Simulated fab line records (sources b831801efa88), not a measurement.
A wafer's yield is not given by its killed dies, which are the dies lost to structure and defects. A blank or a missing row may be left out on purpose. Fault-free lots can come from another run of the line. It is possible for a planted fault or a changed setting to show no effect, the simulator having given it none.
fab line records	flow gf180mcu
[record] lots = 12	wafers = 36	lastDay = 34
route steps=602 shown PSD@258 NSD@262 SALICIDE@282 CONTACT@292
lots that met no fault: from a run of the same line without faults
startH: start of the lot's first displayed wafer, in hours after the record's first day	waitH: how many hours have passed since the lot's step before this one	" as in the row above	L1.1+2: a single row standing in for several wafers	- no value, or no start given	* or withheld: withheld	< > ~ a bound
route shown NAME@n: NAME is a module with steps in the file, n the number in the route of the first one	usual: mean/standard deviation of fault-free wafers	same: alike in all rows	chamber/n: place in a boat	sites: readings site by site	_std_site: standard deviation of those values	_edge_site: outer sites' mean less inner sites'	radiusMm: for every site, how far away it sits from the centre of the wafer	mask NAME#n: copy n	behind: tool/chamber where the wafer was last shaped	hold: the reason the lot was held/the length of the hold in hours/how it ended	device: whichever transistor did not switch (one of n, p or np)	end of line: at the end of the route, the tests of the same wafers	a step given without rows: its recipe and nothing more	killed: not the wafer's yield, but the dies lost to structure and defects at the first sort	map: a wafer's dies, x killed, . not, _ none there
set.NAME: the setting the step ran with; set.NAME@STEP: the setting that earlier step ran with	model.NAME: the simulator's own value behind a step, which no gauge read
one table for each step of the route and one row for each wafer, over a sample of lots
services: a tool's chamber out of use, with start hour (startH, from the record's first day; less than 0 if before it), hours out, and reason
[[steps]]
[step GF_PSD_STRIP_10]
[recipe] chemistry = O2/N2	powerW = 1400	pressureMtorr = 1500	platenTempC = 250	o2FlowSccm = 3000	n2FlowSccm = 300	overashFraction = 0.5
[usual] drypumpMotorCurrentA = 5.7/0.68	heaterPowerW = 320/24	oesProductAu = 0.592/0.0046	stripTimeToEndpointS = 16.54/0.04
lot.wafer	tool	chamber	startH	waitH	drypumpMotorCurrentA	heaterPowerW	oesProductAu	rfHoursCounterH	stripTimeToEndpointS
L255.2	plasmaAsher-03	1	320.25	0.1	4.9	306	0.585	66	16.53
L255.3	"	0	"	"	6.8	331	0.593	-	16.51
L255.4	"	1	"	"	4.9	319	0.591	-	16.58
L257.2	plasmaAsher-02	0	337.43	0.1	5.1	287	0.593	23	16.60
L257.4	"	1	"	"	5.3	303	0.597	-	16.60
L257.5	"	1	"	"	5.3	302	0.588	-	16.60
L259.3	plasmaAsher-02	0	355.12	0.1	5.1	290	0.599	-	16.52
L259.4	"	1	"	"	5.3	300	0.595	-	16.56
L259.6	"	0	"	"	5.1	294	0.590	-	16.53
L261.3	plasmaAsher-03	0	369.32	0.1	6.8	337	0.595	-	16.51
L261.4	"	1	"	"	4.9	310	0.586	-	16.50
L261.6	"	0	"	"	6.8	327	0.584	-	16.54
L262.2	plasmaAsher-03	1	373.99	0.1	4.9	314	0.585	71	16.55
L262.3	"	0	"	"	6.8	337	0.594	-	16.52
L262.4	"	1	"	"	4.9	308	0.592	-	16.56
L263.1	plasmaAsher-03	1	385.12	0.1	5.0	317	0.587	72	16.49
L263.2	"	0	"	"	6.8	334	0.598	72	16.53
L263.6	"	0	"	"	6.8	336	0.599	-	16.49
L266.1	plasmaAsher-03	1	418.08	0.1	4.9	313	0.595	76	16.50
L266.2	"	0	"	"	6.8	333	0.597	76	16.58
L266.6	"	0	"	"	6.8	332	0.586	-	16.58
L268.1	plasmaAsher-04	0	430.75	0.1	5.8	360	0.582	0	16.50
L268.4	"	0	"	"	5.8	354	0.605	-	16.49
L268.5	"	0	"	"	5.8	363	0.591	-	16.50
L274.1	plasmaAsher-03	0	477.68	0.1	6.8	338	0.596	81	16.48
L274.3	"	0	"	"	6.8	339	0.584	-	16.45
L274.5	"	1	"	"	4.9	320	0.591	-	16.51
L276.1	plasmaAsher-04	0	497.74	0.1	5.8	358	0.584	7	16.59
L276.2	"	1	"	"	5.7	310	0.590	7	16.54
L276.6	"	0	"	"	5.8	363	0.588	-	16.58
L277.1	plasmaAsher-04	1	499.24	0.1	5.7	307	0.604	7	16.59
L277.3	"	0	"	"	5.8	352	0.596	-	16.60
L277.6	"	0	"	"	5.8	357	0.585	-	16.57
L278.1	plasmaAsher-04	0	510.34	0.1	5.7	358	0.595	9	16.54
L278.2	"	1	"	"	5.7	305	0.594	9	16.48
L278.4	"	0	"	"	5.8	348	0.596	-	16.52
[step GF_PSD_RTA_13]
[recipe] tempC = 1025	timeS = 20	ambient = N2
[usual] lampPowerPct = 37/4.8	runLengthS = 49.1/0.46	wafer_temp_C_max = 1028.6/0.8
lot.wafer	tool	chamber	startH	waitH	lampPowerPct	runLengthS	wafer_temp_C_max
L255.2	rtpAnneal-02	0	320.47	0.0	32	49.2	1026.8
L255.3	"	0	"	"	32	49.2	1027.7
L255.4	"	0	"	"	32	49.6	1027.6
L257.2	rtpAnneal-01	0	337.66	0.0	42	49.1	1029.5
L257.4	"	0	"	"	42	49.2	1028.4
L257.5	"	0	"	"	42	48.8	1029.4
L259.3	rtpAnneal-02	0	355.32	0.0	32	49.1	1028.5
L259.4	"	0	"	"	32	49.5	1027.8
L259.6	"	0	"	"	32	49.1	1028.8
L261.3	rtpAnneal-02	0	369.52	0.0	32	49.3	1029.9
L261.4	"	0	"	"	32	49.4	1028.2
L261.6	"	0	"	"	32	49.2	1028.3
L262.2	rtpAnneal-01	0	374.22	0.0	42	49.3	1029.3
L262.3	"	0	"	"	42	49.2	1027.8
L262.4	"	0	"	"	42	48.7	1029.8
L263.1	rtpAnneal-02	0	385.33	0.0	32	49.5	1029.1
L263.2	"	0	"	"	32	49.1	1029.0
L263.6	"	0	"	"	32	49.0	1027.5
L266.1	rtpAnneal-02	0	418.30	0.0	32	49.2	1028.0
L266.2	"	0	"	"	32	49.2	1028.7
L266.6	"	0	"	"	32	49.1	1027.6
L268.1	rtpAnneal-02	0	430.96	0.0	32	49.1	1028.0
L268.4	"	0	"	"	32	49.0	1028.4
L268.5	"	0	"	"	32	49.0	1028.1
L274.1	rtpAnneal-02	0	477.90	0.0	32	71.4	1029.6
L274.3	"	0	"	"	32	71.9	1027.2
L274.5	"	0	"	"	32	71.7	1027.3
L276.1	rtpAnneal-02	0	497.95	0.0	32	71.5	1028.1
L276.2	"	0	"	"	32	71.6	1028.0
L276.6	"	0	"	"	32	71.8	1029.0
L277.1	rtpAnneal-01	0	499.45	0.0	42	49.0	1029.0
L277.3	"	0	"	"	42	48.6	1028.7
L277.6	"	0	"	"	42	48.6	1028.6
L278.1	rtpAnneal-01	0	510.55	0.0	42	48.8	1028.7
L278.2	"	0	"	"	42	49.0	1029.1
L278.4	"	0	"	"	42	49.2	1028.4
[step GF_PSD_RS_MEAS_14]
[recipe] thkMeasGauge = four-point-probe
[usual] NSD_RS = 46.14/0.082
lot.wafer	tool	chamber	startH	waitH	NSD_RS[ohm/sq]
L255.2	filmMetro-01	-	320.56	0.1	46.16
L255.3	"	-	"	"	46.20
L255.4	"	-	"	"	46.22
L257.2	filmMetro-02	-	337.75	0.1	46.21
L257.4	"	-	"	"	46.11
L257.5	"	-	"	"	46.22
L259.3	filmMetro-02	-	355.42	0.1	46.14
L259.4	"	-	"	"	46.06
L259.6	"	-	"	"	45.95
L261.3	filmMetro-04	-	369.62	0.1	46.24
L261.4	"	-	"	"	46.20
L261.6	"	-	"	"	46.25
L262.2	filmMetro-01	-	374.31	0.1	46.16
L262.3	"	-	"	"	46.16
L262.4	"	-	"	"	46.16
L263.1	filmMetro-01	-	385.41	0.1	46.09
L263.2	"	-	"	"	46.06
L263.6	"	-	"	"	46.23
L266.1	filmMetro-02	-	418.38	0.1	46.18
L266.2	"	-	"	"	46.28
L266.6	"	-	"	"	46.10
L268.1	filmMetro-02	-	431.04	0.1	46.17
L268.4	"	-	"	"	46.17
L268.5	"	-	"	"	46.14
L274.1	filmMetro-01	-	477.98	0.1	42.13
L274.3	"	-	"	"	42.05
L274.5	"	-	"	"	42.12
L276.1	filmMetro-04	-	498.03	0.1	42.17
L276.2	"	-	"	"	42.14
L276.6	"	-	"	"	42.13
L277.1	filmMetro-02	-	499.53	0.1	46.22
L277.3	"	-	"	"	46.29
L277.6	"	-	"	"	46.19
L278.1	filmMetro-02	-	510.64	0.1	46.03
L278.2	"	-	"	"	46.07
L278.4	"	-	"	"	46.13
[step GF_PSD_RS_MEAS_15]
[recipe] thkMeasGauge = four-point-probe
[usual] PSD_RS = 108.63/0.26
lot.wafer	tool	chamber	startH	waitH	PSD_RS[ohm/sq]
L255.2	filmMetro-01	-	320.68	0.1	108.50
L255.3	"	-	"	"	108.70
L255.4	"	-	"	"	108.59
L257.2	filmMetro-02	-	337.87	0.1	108.71
L257.4	"	-	"	"	108.78
L257.5	"	-	"	"	108.46
L259.3	filmMetro-02	-	355.54	0.1	108.84
L259.4	"	-	"	"	108.49
L259.6	"	-	"	"	108.53
L261.3	filmMetro-04	-	369.74	0.1	108.89
L261.4	"	-	"	"	108.88
L261.6	"	-	"	"	109.30
L262.2	filmMetro-01	-	374.43	0.1	109.00
L262.3	"	-	"	"	108.93
L262.4	"	-	"	"	109.20
L263.1	filmMetro-01	-	385.53	0.1	108.61
L263.2	"	-	"	"	108.26
L263.6	"	-	"	"	108.79
L266.1	filmMetro-02	-	418.50	0.1	108.62
L266.2	"	-	"	"	108.82
L266.6	"	-	"	"	108.05
L268.1	filmMetro-02	-	431.16	0.1	108.63
L268.4	"	-	"	"	108.85
L268.5	"	-	"	"	108.98
L274.1	filmMetro-01	-	478.10	0.1	101.53
L274.3	"	-	"	"	101.10
L274.5	"	-	"	"	101.78
L276.1	filmMetro-04	-	498.15	0.1	101.48
L276.2	"	-	"	"	101.63
L276.6	"	-	"	"	101.80
L277.1	filmMetro-02	-	499.65	0.1	108.68
L277.3	"	-	"	"	108.60
L277.6	"	-	"	"	108.61
L278.1	filmMetro-02	-	510.76	0.1	108.46
L278.2	"	-	"	"	108.53
L278.4	"	-	"	"	108.61
[step GF_SALICIDE_RS_MEAS_04]
[recipe] thkMeasGauge = four-point-probe	reads = TiN_of_SALICIDE_SPUTTER_03+Co_of_SALICIDE_SPUTTER_02
[usual] SALICIDE_TIN_RS = 16.5/0.38
lot.wafer	tool	chamber	startH	waitH	SALICIDE_TIN_RS[ohm/sq]
L255.2	filmMetro-04	-	342.41	0.0	16.2
L255.3	"	-	"	"	16.7
L255.4	"	-	"	"	16.3
L257.2	filmMetro-04	-	360.13	0.0	16.6
L257.4	"	-	"	"	16.7
L257.5	"	-	"	"	16.7
L259.3	filmMetro-04	-	377.93	0.1	16.4
L259.4	"	-	"	"	16.4
L259.6	"	-	"	"	16.0
L261.3	filmMetro-03	-	393.06	0.1	16.7
L261.4	"	-	"	"	16.6
L261.6	"	-	"	"	16.6
L262.2	filmMetro-02	-	397.71	0.0	16.9
L262.3	"	-	"	"	17.2
L262.4	"	-	"	"	17.2
L263.1	filmMetro-03	-	409.38	0.0	16.0
L263.2	"	-	"	"	16.1
L263.6	"	-	"	"	16.1
L266.1	filmMetro-02	-	443.15	0.0	16.0
L266.2	"	-	"	"	16.0
L266.6	"	-	"	"	16.1
L268.1	filmMetro-04	-	456.68	0.0	15.9
L268.4	"	-	"	"	16.1
L268.5	"	-	"	"	16.0
L274.1	filmMetro-04	-	502.59	0.0	17.0
L274.3	"	-	"	"	16.7
L274.5	"	-	"	"	16.6
L276.1	filmMetro-03	-	522.12	0.0	17.1
L276.2	"	-	"	"	17.3
L276.6	"	-	"	"	17.2
L277.1	filmMetro-02	-	523.62	0.0	16.9
L277.3	"	-	"	"	17.0
L277.6	"	-	"	"	17.2
L278.1	filmMetro-03	-	534.82	0.0	16.6
L278.2	"	-	"	"	16.2
L278.4	"	-	"	"	16.5
[step GF_CONTACT_BOW_MEAS_05]
[recipe] mode = bow
[usual] CONTACT_BOW = 64/6.4
lot.wafer	tool	chamber	startH	waitH	CONTACT_BOW[um]
L255.2	filmMetro-04	-	343.42	0.3	58
L255.3	"	-	"	"	59
L255.4	"	-	"	"	65
L257.2	filmMetro-04	-	361.14	0.3	55
L257.4	"	-	"	"	53
L257.5	"	-	"	"	48
L259.3	filmMetro-01	-	378.93	0.2	64
L259.4	"	-	"	"	63
L259.6	"	-	"	"	69
L261.3	filmMetro-04	-	394.14	0.3	73
L261.4	"	-	"	"	67
L261.6	"	-	"	"	70
L262.2	filmMetro-04	-	398.72	0.2	63
L262.3	"	-	"	"	67
L262.4	"	-	"	"	60
L263.1	filmMetro-04	-	410.43	0.2	60
L263.2	"	-	"	"	53
L263.6	"	-	"	"	55
L266.1	filmMetro-04	-	444.15	0.1	63
L266.2	"	-	"	"	60
L266.6	"	-	"	"	65
L268.1	filmMetro-04	-	457.79	0.2	56
L268.4	"	-	"	"	64
L268.5	"	-	"	"	60
L274.1	filmMetro-04	-	503.61	0.1	52
L274.3	"	-	"	"	66
L274.5	"	-	"	"	71
L276.1	filmMetro-03	-	523.14	0.2	58
L276.2	"	-	"	"	64
L276.6	"	-	"	"	66
L277.1	filmMetro-01	-	524.64	0.1	64
L277.3	"	-	"	"	62
L277.6	"	-	"	"	71
L278.1	filmMetro-03	-	535.83	0.1	60
L278.2	"	-	"	"	53
L278.4	"	-	"	"	66
[[services]]
tool	chamber	startH	hours	kind
plasmaAsher-04	-	314.95	6.7	repair
plasmaAsher-04	-	343.83	1.7	repair
plasmaAsher-04	-	345.50	17.3	pm
plasmaAsher-03	-	364.73	4.5	repair
plasmaAsher-04	-	421.35	9.0	pm
plasmaAsher-04	0	421.35	9.0	ventCycle
plasmaAsher-04	1	421.35	9.0	ventCycle
plasmaAsher-04	0	430.35	-	clean
plasmaAsher-04	1	430.35	-	clean
plasmaAsher-03	-	448.38	5.6	repair
[[key]]
[firstSign] step = GF_PSD_RTA_13	reading = runLengthS	direction = up	sigmas = 49	usual = *	struck = *
[effect] step = GF_PSD_RS_MEAS_14	reading = NSD_RS	direction = down	sigmas = 49	usual = 46.14	struck = 42.12
[effect] step = GF_PSD_RS_MEAS_15	reading = PSD_RS	direction = down	sigmas = 28	usual = 108.63	struck = 101.55
metAt GF_PSD_RTA_13
struckLots L274,L276
testerLeftOut L274,L276
notActingAt GF_PSD_STRIP_10,GF_SALICIDE_RS_MEAS_04,GF_CONTACT_BOW_MEAS_05
onsetBetween 430.96 477.90
[fault] kind = processParameterDrift	tool = rtpAnneal-02	chamber = -	onsetH = 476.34	steps = GF_PSD_RTA_13	channel = timeS	offset = *	shape = step	endH = 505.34	actsIn = *	stated = *
// testerLeftOut: of these lots the tester's yield and bins aren't shown, on N5 and GAA mostly nor the transistor test; their killed dies are dies lost to structure and defects alone, not to doping, threshold or leakage, so they don't give the yield
